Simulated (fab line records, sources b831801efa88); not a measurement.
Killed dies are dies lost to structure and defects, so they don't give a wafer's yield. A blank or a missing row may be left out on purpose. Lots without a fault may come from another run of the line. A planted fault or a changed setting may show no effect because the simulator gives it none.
Which tool did it? | flow sky130 | 24 lots, 72 wafers sampled, at 4 steps of a route of 708

WHAT THE GAUGES READ, wafer by wafer
SKY_VIA1_OVL_MEAS_13. Usual: VIA1_OVL -2 nm, standard deviation 5.8.
lot  | measured     | on         | VIA1_OVL (nm) | flag
L074 | day 33 23:48 | overlay-01 | -3 6 0        |
L075 | day 34 04:34 | overlay-01 | -5 0 -9       |
L076 | day 34 12:38 | overlay-01 | -11 -6 -8     |
L077 | day 35 00:37 | overlay-02 | -14 -16 -7    |
L078 | day 35 07:29 | overlay-01 | -1 -1 -4      |
L079 | day 35 22:00 | overlay-01 | -4 -1 1       |
L080 | day 36 11:02 | overlay-02 | -5 -1 -7      |
L081 | day 36 12:41 | overlay-02 | -6 -3 2       |
L083 | day 36 23:43 | overlay-02 | -6 -3 -4      |
L082 | day 37 06:06 | overlay-01 | 3 6 -7        |
L084 | day 37 06:26 | overlay-02 | -6 0 -7       |
L086 | day 37 21:20 | overlay-01 | 0 5 1         |
L085 | day 38 04:15 | overlay-02 | 14 -2 3       |
L087 | day 38 15:00 | overlay-02 | -13 1 -4      |
L088 | day 38 20:15 | overlay-02 | 4 -4 -4       |
L089 | day 38 23:28 | overlay-01 | -13 -9 -12    |
L090 | day 39 05:05 | overlay-02 | -6 -11 -9     |
L091 | day 39 08:51 | overlay-01 | 4 1 2         |
L092 | day 39 19:41 | overlay-02 | -12 -8 -7     |
L093 | day 40 04:32 | overlay-01 | 12 4 5        |
L094 | day 40 07:41 | overlay-01 | 0 3 -8        |
L095 | day 40 22:23 | overlay-01 | -3 -2 -4      |
L097 | day 41 13:19 | overlay-01 | 6 10 0        |
L096 | day 41 13:59 | overlay-02 | -8 1 -3       |

SKY_VIA1_THK_MEAS_23: measures by xrf. Usual: VIA1_W_THK 274 nm, standard deviation 4.9.
lot  | measured     | on            | VIA1_W_THK (nm) | flag
L074 | day 34 00:49 | film_metro-01 | 283 277 274     |
L075 | day 34 05:35 | film_metro-01 | 278 277 276     |
L076 | day 34 13:37 | film_metro-01 | 274 274 280     |
L077 | day 35 01:43 | film_metro-03 | 267 275 272     |
L078 | day 35 08:37 | film_metro-01 | 272 277 276     |
L079 | day 35 23:00 | film_metro-04 | 276 276 282     |
L080 | day 36 12:04 | film_metro-04 | 274 271 269     |
L081 | day 36 13:41 | film_metro-04 | 271 280 273     |
L083 | day 37 00:44 | film_metro-04 | 281 270 278     |
L082 | day 37 07:05 | film_metro-03 | 272 273 276     |
L084 | day 37 07:26 | film_metro-01 | 280 282 271     |
L086 | day 37 22:20 | film_metro-01 | 272 280 277     |
L085 | day 38 05:14 | film_metro-04 | 273 274 275     |
L087 | day 38 15:59 | film_metro-04 | 264 262 264     |
L088 | day 38 21:15 | film_metro-04 | 262 273 275     |
L089 | day 39 00:29 | film_metro-04 | 272 269 268     |
L090 | day 39 06:05 | film_metro-03 | 276 268 274     |
L091 | day 39 09:50 | film_metro-01 | 275 272 277     |
L092 | day 39 21:02 | film_metro-01 | 273 272 273     |
L093 | day 40 05:32 | film_metro-03 | 277 272 271     |
L094 | day 40 08:44 | film_metro-03 | 270 278 266     |
L095 | day 40 23:23 | film_metro-03 | 271 273 273     |
L097 | day 41 14:18 | film_metro-03 | 277 266 267     |
L096 | day 41 14:59 | film_metro-03 | 268 271 267     |

SKY_CAPM_THK_MEAS_01. Usual: CAPM_CVD_00_THK 15.60 nm, standard deviation 0.26.
lot  | measured     | on            | CAPM_CVD_00_THK (nm) | flag
L074 | day 36 09:16 | film_metro-02 | 15.08 15.31 15.56    |
L075 | day 36 14:04 | film_metro-02 | 15.51 15.21 15.57    |
L076 | day 36 22:37 | film_metro-03 | 15.28 15.50 15.31    |
L077 | day 37 09:38 | film_metro-02 | 15.52 16.06 15.36    |
L078 | day 37 17:35 | film_metro-02 | 15.68 15.31 15.72    |
L079 | day 38 07:04 | film_metro-02 | 15.16 15.99 15.63    |
L080 | day 38 20:23 | film_metro-03 | 15.91 15.49 15.96    |
L081 | day 38 21:20 | film_metro-03 | 15.40 15.47 15.63    |
L083 | day 39 07:43 | film_metro-02 | 14.98 15.26 15.72    |
L082 | day 39 13:55 | film_metro-04 | 15.78 15.66 15.62    |
L084 | day 39 15:04 | film_metro-02 | 15.78 15.93 15.47    |
L086 | day 40 05:40 | film_metro-02 | 15.43 15.58 16.09    |
L085 | day 40 10:41 | film_metro-03 | 15.37 15.67 15.96    |
L087 | day 40 21:13 | film_metro-02 | 15.58 15.59 15.83    |
L088 | day 41 02:31 | film_metro-02 | 15.56 15.91 16.07    |
L089 | day 41 06:22 | film_metro-04 | 15.42 15.83 15.66    |
L090 | day 41 11:07 | film_metro-04 | 15.77 15.45 15.99    |
L091 | day 41 14:43 | film_metro-04 | 15.74 15.20 15.74    |
L092 | day 42 00:46 | film_metro-03 | 15.19 16.05 15.52    |
L093 | day 42 09:07 | film_metro-04 | 15.64 15.22 15.10    |
L094 | day 42 12:56 | film_metro-02 | 15.19 15.47 15.53    |
L095 | day 43 02:32 | film_metro-03 | 15.32 15.63 15.51    |
L097 | day 43 16:37 | film_metro-02 | 15.57 15.80 15.87    |
L096 | day 43 17:33 | film_metro-02 | 15.73 15.72 15.64    |

SKY_VIA3_THK_MEAS_23: measures by xrf. Usual: VIA3_W_THK 393 nm, standard deviation 6.3.
lot  | measured     | on            | VIA3_W_THK (nm) | flag
L074 | day 39 18:25 | film_metro-03 | 380 385 384     |
L075 | day 39 22:10 | film_metro-04 | 386 394 391     |
L076 | day 40 06:41 | film_metro-04 | 398 396 397     |
L077 | day 40 17:44 | film_metro-03 | 398 395 392     |
L078 | day 40 23:52 | film_metro-01 | 400 400 396     |
L079 | day 41 11:22 | film_metro-04 | 386 385 379     |
L080 | day 42 02:05 | film_metro-04 | 391 391 397     |
L081 | day 42 02:14 | film_metro-01 | 405 402 395     |
L083 | day 42 12:04 | film_metro-01 | 392 397 389     |
L082 | day 42 18:11 | film_metro-04 | 393 395 399     |
L084 | day 42 19:25 | film_metro-04 | 401 389 391     |
L086 | day 43 08:29 | film_metro-04 | 390 387 395     |
L085 | day 43 13:26 | film_metro-03 | 391 391 390     |
L087 | day 43 23:20 | film_metro-01 | 383 395 393     |
L088 | day 44 04:22 | film_metro-04 | 394 388 399     |
L089 | day 44 08:30 | film_metro-01 | 394 400 397     |
L090 | day 44 12:35 | film_metro-04 | 396 388 399     |
L091 | day 44 15:25 | film_metro-03 | 386 394 386     |
L092 | day 45 00:14 | film_metro-03 | 388 385 382     |
L093 | day 45 08:49 | film_metro-03 | 383 385 386     |
L094 | day 45 11:50 | film_metro-01 | 402 395 401     |
L095 | day 46 00:01 | film_metro-01 | 403 405 402     |
L097 | day 46 12:25 | film_metro-04 | 391 388 396     |
L096 | day 46 13:05 | film_metro-03 | 387 385 383     |

WHICH TOOL RAN EACH LOT (tool, then ch and the chambers of the sampled wafers, then the start)
The record holds no process step before these readings.

WHAT THE TOOLS THEMSELVES READ (means of the sampled wafers that have a number; where no wafer has one, the mark that the record gives instead)
The record holds no such reading with a usual standard deviation.

THE ANSWER, worked out from the rows above alone
Rule: a lot is off if the mean of its wafers that have a number lies more than 3 standard deviations from the usual mean. A lot without any number at a reading at which 4 lots or more have one is off too. The other lots that the step has rows for count as sound. The gauges are gone through in route order, then the tools' own readings, and for those a lot's mean is taken as printed above. The first step at which some lot is off is used, and at that step the reading that is off furthest; a lot without a number counts as furthest.
No lot is off at any reading shown: from this, nothing can be told.

WHAT THE SIMULATOR HAD PUT IN
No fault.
